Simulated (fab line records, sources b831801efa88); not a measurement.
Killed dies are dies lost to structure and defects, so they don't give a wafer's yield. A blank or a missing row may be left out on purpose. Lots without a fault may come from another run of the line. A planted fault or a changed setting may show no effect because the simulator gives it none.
Which tool did it? | flow gf180mcu | 13 lots, 39 wafers sampled, at 4 steps of a route of 602

WHAT THE GAUGES READ, wafer by wafer
GF_CONTACT_THK_MEAS_26: measures by xrf.
lot  | measured     | on            | CONTACT_W_THK (nm)
L532 | day 16 14:18 | film_metro-03 | 297 296 300
L533 | day 17 00:35 | film_metro-04 | 300 305 299
L534 | day 17 05:29 | film_metro-03 | 298 300 302
L536 | day 18 03:41 | film_metro-04 | 301 299 299
L539 | day 19 03:10 | film_metro-04 | 293 298 300
L540 | day 19 14:43 | film_metro-03 | 304 304 307
L541 | day 19 23:25 | film_metro-03 | 306 305 301
L542 | day 20 13:49 | film_metro-03 | 303 301 310
L543 | day 20 15:53 | film_metro-04 | 291 292 292
L545 | day 21 16:20 | film_metro-01 | 300 300 295
L546 | day 21 17:06 | film_metro-03 | 294 291 294
L548 | day 22 10:11 | film_metro-04 | 296 300 300
L554 | day 24 07:10 | film_metro-01 | 290 287 288

GF_V2_THK_MEAS_01.
lot  | measured     | on            | V2_CVD_00_THK (nm)
L532 | day 19 18:19 | film_metro-04 | 599 587 595
L533 | day 20 03:09 | film_metro-04 | 592 596 592
L534 | day 20 10:15 | film_metro-01 | 601 603 597
L536 | day 21 09:31 | film_metro-01 | 594 588 589
L539 | day 22 09:02 | film_metro-01 | 595 592 592
L540 | day 22 19:33 | film_metro-03 | 600 606 593
L541 | day 23 03:38 | film_metro-04 | 610 610 614
L542 | day 23 16:42 | film_metro-04 | 594 589 597
L543 | day 23 18:37 | film_metro-04 | 597 595 580
L545 | day 24 17:07 | film_metro-03 | 715 725 722
L546 | day 24 17:34 | film_metro-04 | 601 594 599
L548 | day 25 10:04 | film_metro-01 | 720 716 720
L554 | day 27 04:23 | film_metro-01 | 594 599 592

GF_V2_OVL_MEAS_15.
lot  | measured     | on         | V2_OVL (nm)
L532 | day 20 19:07 | overlay-02 | -8 -13 -5
L533 | day 21 03:27 | overlay-01 | -7 -4 -3
L534 | day 21 10:43 | overlay-01 | 1 2 -3
L536 | day 22 10:10 | overlay-02 | 5 -7 4
L539 | day 23 08:50 | overlay-01 | -2 8 6
L540 | day 23 18:51 | overlay-01 | 7 -14 -5
L541 | day 24 02:25 | overlay-02 | 3 0 -3
L542 | day 24 15:19 | overlay-01 | 0 1 2
L543 | day 24 17:12 | overlay-02 | -2 -7 0
L545 | day 25 15:10 | overlay-02 | -4 -3 -5
L546 | day 25 15:37 | overlay-01 | 4 4 -10
L548 | day 26 07:47 | overlay-02 | -3 -5 0
L554 | day 28 01:13 | overlay-02 | -3 5 -1

WHICH TOOL RAN EACH LOT (tool, then ch and the chambers of the sampled wafers, then the start)
lot  | GF_V2_CVD_00
L532 | hdpcvd-01 ch 0,1,2, day 19 18:14
L533 | hdpcvd-01 ch 0,1, day 20 03:04
L534 | hdpcvd-02 ch 0,1, day 20 10:10
L536 | hdpcvd-01 ch 1,2, day 21 09:26
L539 | hdpcvd-01 ch 1,2, day 22 08:58
L540 | hdpcvd-01 ch 0,1, day 22 19:26
L541 | hdpcvd-02 ch 1,2, day 23 03:33
L542 | hdpcvd-01 ch 0,1, day 23 16:38
L543 | hdpcvd-01 ch 0,2, day 23 18:32
L545 | hdpcvd-01 ch 0,1,2, day 24 17:02
L546 | hdpcvd-02 ch 0,2, day 24 17:29
L548 | hdpcvd-01 ch 0,1, day 25 09:59
L554 | hdpcvd-02 ch 1,2, day 27 04:19
- GF_V2_CVD_00: deposits SiO2, target thk 600 nm, time 100 s.

WHAT THE TOOLS THEMSELVES READ (means of the sampled wafers that have a number; where no wafer has one, the mark that the record gives instead)
GF_V2_CVD_00.
lot  | tool      | sih4_flow_sccm (sccm)
L532 | hdpcvd-01 | 59.96
L533 | hdpcvd-01 | 60.14
L534 | hdpcvd-02 | 60.11
L536 | hdpcvd-01 | 60.01
L539 | hdpcvd-01 | 59.90
L540 | hdpcvd-01 | 59.98
L541 | hdpcvd-02 | 60.22
L542 | hdpcvd-01 | 59.96
L543 | hdpcvd-01 | 59.92
L545 | hdpcvd-01 | 71.78
L546 | hdpcvd-02 | 59.94
L548 | hdpcvd-01 | 72.06
L554 | hdpcvd-02 | 59.92

THE ANSWER, worked out from the rows above alone
Rule: what is usual is taken from the lots themselves. Put in order of their means at a reading, lots are off if they are a third of the lots or fewer, leave a main group of 4 or more, and stand apart from it by a gap of 3 or more times the standard deviation of the main group's means; of several such gaps the widest counts. A main group whose means are all the same, to the digits that the tables above print for the reading, isn't used. A lot without any number at a reading at which 4 lots or more have one is off too. The other lots that the step has rows for count as sound. The gauges are gone through in route order, then the tools' own readings, and for those a lot's mean is taken as printed above. The first step at which some lot is off is used, and at that step the reading that is off furthest; a lot without a number counts as furthest.
Off: L545, L548, at GF_V2_THK_MEAS_01 (V2_CVD_00_THK). The main group: mean 596 nm, standard deviation 5.7.
A tool fits if, at a process step before that reading, it ran every lot that is off, and no sound lot after the first of them. The gauges at GF_V2_THK_MEAS_01 aren't tried: what is off there is off at GF_V2_CVD_00 too, on other tools, and a gauge's error can't cause that. One fits: hdpcvd-01 at GF_V2_CVD_00. Its last sound lot is L543 (day 23 18:32), its first lot that is off L545 (day 24 17:02): a fault that began between those two fits.
The tool's own readings at GF_V2_CVD_00 bear it out: on the lots that are off they differ by more than 5 times the standard deviation of the sound lots' means. sih4_flow_sccm reads 71.92 sccm there against 60.01 sccm on the sound lots.

WHAT THE SIMULATOR HAD PUT IN
Process parameter drift: hdpcvd-01, from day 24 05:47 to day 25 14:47, at GF_V2_CVD_00. Setting sih4_flow_sccm, moved by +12, from 60. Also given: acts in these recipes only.
Lots struck among those shown: L545, L548. The rule above found the same.
